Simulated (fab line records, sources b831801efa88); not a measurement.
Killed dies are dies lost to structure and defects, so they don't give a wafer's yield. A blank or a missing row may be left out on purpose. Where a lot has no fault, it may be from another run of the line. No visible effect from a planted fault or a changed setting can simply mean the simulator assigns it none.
The same fault as seen by 2 desks	flow sky130	every desk sees just its own numbers, and what lay behind them comes last

## THE TOOL OWNER'S DESK: pvd sputter-03
At SKY_LOCAL_INTERCONNECT_SPUTTER_00 (material TiN, target thk 100 nm, time 83.3 s) the tool's own readings: per lot run on this tool, the mean of the sampled wafers that have a number. The brackets show how far a lot's mean lies from the usual mean; more than 4 standard deviations puts the lot out of limits, marked OUT.
Columns: A = cathode dc power W at SKY_LOCAL_INTERCONNECT_SPUTTER_00, usual 6500.0 W; B = throttle valve pct at SKY_LOCAL_INTERCONNECT_SPUTTER_00, usual 29.9 %
lot	first seen here	A	B
L967	day 29 14:59	6499.4	29.8
L968	day 29 16:43	6499.7	28.4
L969	day 29 22:19	6501.2	30.0
L970	day 30 03:13	6500.2	30.1
L978	day 33 13:22	7596.8 (+99 or more) OUT	28.8
L980	day 33 19:50	7598.4 (+99 or more) OUT	29.1
Finding of this desk: L978, L980 out of limits; the first was L978 at day 33 13:22, on cathode dc power W at SKY_LOCAL_INTERCONNECT_SPUTTER_00. L967, L968, L969, L970: within limits.

## THE METROLOGY DESK
What the gauges read, lot by lot, whatever tool the lot ran on: means of the sampled wafers that have a number. The brackets show how far a lot's mean lies from the usual mean; more than 4 standard deviations puts the lot out of limits, marked OUT.
Columns: A = cd nm at SKY_POLY_CUT_CD_MEAS_08, usual 270.2 nm; B = SD_N_TW at SKY_SD_N_TW_MEAS_12, usual 3997; C = LOCAL_INTERCONNECT_TIN_RS at SKY_LOCAL_INTERCONNECT_RS_MEAS_01, usual 14.05 ohm/sq; D = LOCAL_INTERCONNECT_TIN_THK at SKY_LOCAL_INTERCONNECT_THK_MEAS_02, usual 98.7 nm
lot	first seen here	A	B	C	D
L967	day 24 15:54	270.4	4006	13.99	98.9
L968	day 24 17:14	269.3	4000	14.04	97.6
L969	day 24 22:15	268.4	4014	13.91	99.7
L970	day 25 05:52	271.2	3997	14.17	98.1
L971	day 25 09:08	269.2	4009	14.02	99.5
L972	day 26 05:07	272.1	3969	14.18	98.4
L974	day 26 21:28	270.3	3969	13.99	99.4
L978	day 28 21:28	270.1	3980	12.00 (-16) OUT	114.8 (+13) OUT
L980	day 29 04:23	267.3	4016	11.98 (-16) OUT	115.2 (+14) OUT
L984	day 30 05:10	272.0	3982	13.76	101.3
L986	day 30 19:53	270.5	3979	14.00	99.1
L988	day 31 13:14	271.9	3997	14.01	99.4
L989	day 31 16:35	269.9	4030	14.28	96.0
L990	day 31 22:14	271.1	3982	14.10	98.9
This desk reports L978, L980 out of limits; the earliest was L978 at day 33 13:26 (LOCAL_INTERCONNECT_TIN_RS at SKY_LOCAL_INTERCONNECT_RS_MEAS_01). L967, L968, L969, L970, L971, L972, L974, L984, L986, L988, L989, L990: within limits.

## TAKEN TOGETHER
At day 33 13:22, on L978, L980, the tool owner's desk was in a position to raise an alarm.
L978, L980 would have let the metrology desk raise an alarm at day 33 13:26.
The lots listed all ran SKY_LOCAL_INTERCONNECT_SPUTTER_00 on pvd sputter-03.

## WHAT WAS PUT IN BY THE SIMULATOR
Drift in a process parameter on pvd sputter-03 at SKY_LOCAL_INTERCONNECT_SPUTTER_00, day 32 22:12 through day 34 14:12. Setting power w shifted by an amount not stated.
Lots struck among those shown: L978, L980.
Counting hours from when the fault started, the first reading out of limits came at 15 for the tool owner's desk and at 15 for the metrology desk.
